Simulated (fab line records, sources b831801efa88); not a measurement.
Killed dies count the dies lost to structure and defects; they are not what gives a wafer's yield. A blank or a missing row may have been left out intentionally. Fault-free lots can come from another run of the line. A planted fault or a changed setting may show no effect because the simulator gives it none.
Problem report in the 8D (eight disciplines) form, filled by code -- flow sky130 -- the parts of the form that need people (team, actions taken, sign-off) are left out

== 1. WHAT WENT WRONG ==
LDD_HVN_OVL at SKY_LDD_HVN_OVL_MEAS_07 reads a mean of -81.2 nm on 6 wafers of 2 lots; wafers without a fault read 0.3 nm with a standard deviation of 1.5. Relative to the usual mean, that is a shift of -54 standard deviations.
First observed at day 24 05:46: wafer L955.2, on overlay-01. Wafers with a number at this step in the record: 42, from 14 lots. Rule for "out", or "out of limits": more than 4 standard deviations from the usual mean. Any other wafer with a number is counted as sound.

== 2. WHAT IT IS; WHAT IT IS NOT ==
question,is,is not
which readings at this step,LDD_HVN_OVL,-
which lots,"L954, L955","L945, L946, L947, L948, L949, L950, L951, L960, L961, L965, L967, L968"
which wafers of those lots,all that have a number,-
read on which gauges,overlay-01,overlay-02
when,from day 24 05:46,"up to then (21 sound wafers); but 15 sound wafers of L960, L961, L965, L967, L968 came after"

== 3. THE SUSPECTS, EACH WITH WHAT RULES IT OUT ==
Counting: a tool stays on the suspect list if, at a process step up to the reading, it processed all lots that are out and no sound lot following the first of them.
- the gauge at SKY_LDD_HVN_OVL_MEAS_07: kept. All the wafers that are out were read on overlay-01, and no step on other tools shows them out.
- iline stepper-01 at SKY_LDD_HVN_EXPOSE_04 (exposes mask HVNTM, target cd 700 nm): kept. All lots that are out passed through it, beginning with L955 at day 23 15:12, and no sound lot followed; its final sound lot before that point was L950 at day 23 02:31.
After counting, iline stepper-01 at SKY_LDD_HVN_EXPOSE_04 and overlay-01 at SKY_LDD_HVN_OVL_MEAS_07 remain.

== 4. THE CAUSE (what the simulator had put in) ==
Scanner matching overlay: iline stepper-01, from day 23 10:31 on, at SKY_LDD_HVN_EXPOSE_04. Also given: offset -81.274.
This tool is one of the 2 suspects left after counting.

== 5. THE EFFECT CHAIN, in route order ==
Rows list readings where the struck wafers' mean (over those with a number) sits beyond 3 standard deviations from the usual. Only readings for which the record gives a usual standard deviation are gone through. hours: the time from each lot's start at the first step in this table that gives one to its start at this step, as a median over the lots. sigmas: the change in usual standard deviations.
hours,step,reading,usual,on struck wafers,change,sigmas
0,SKY_LDD_HVN_OVL_MEAS_07,LDD_HVN_OVL,0.3 nm,-81.2,-81.5,-54
At these later measuring or inspecting steps, every struck wafer for which the step has a row has a number for every such reading, and none has moved that far: SKY_SD_N_OVL_MEAS_08, SKY_LOCAL_INTERCONNECT_OVL_MEAS_12.

== 6. WHAT WOULD HAVE CAUGHT IT SOONER ==
19 hours passed between the start of the fault at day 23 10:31 and the first reading out of limits at a measuring or inspecting step in this record, taken at day 24 05:46.
Lots out: 2; all had begun SKY_LDD_HVN_EXPOSE_04 on iline stepper-01 by day 24 05:46. Tool hold at that time: it would have spared none of them.
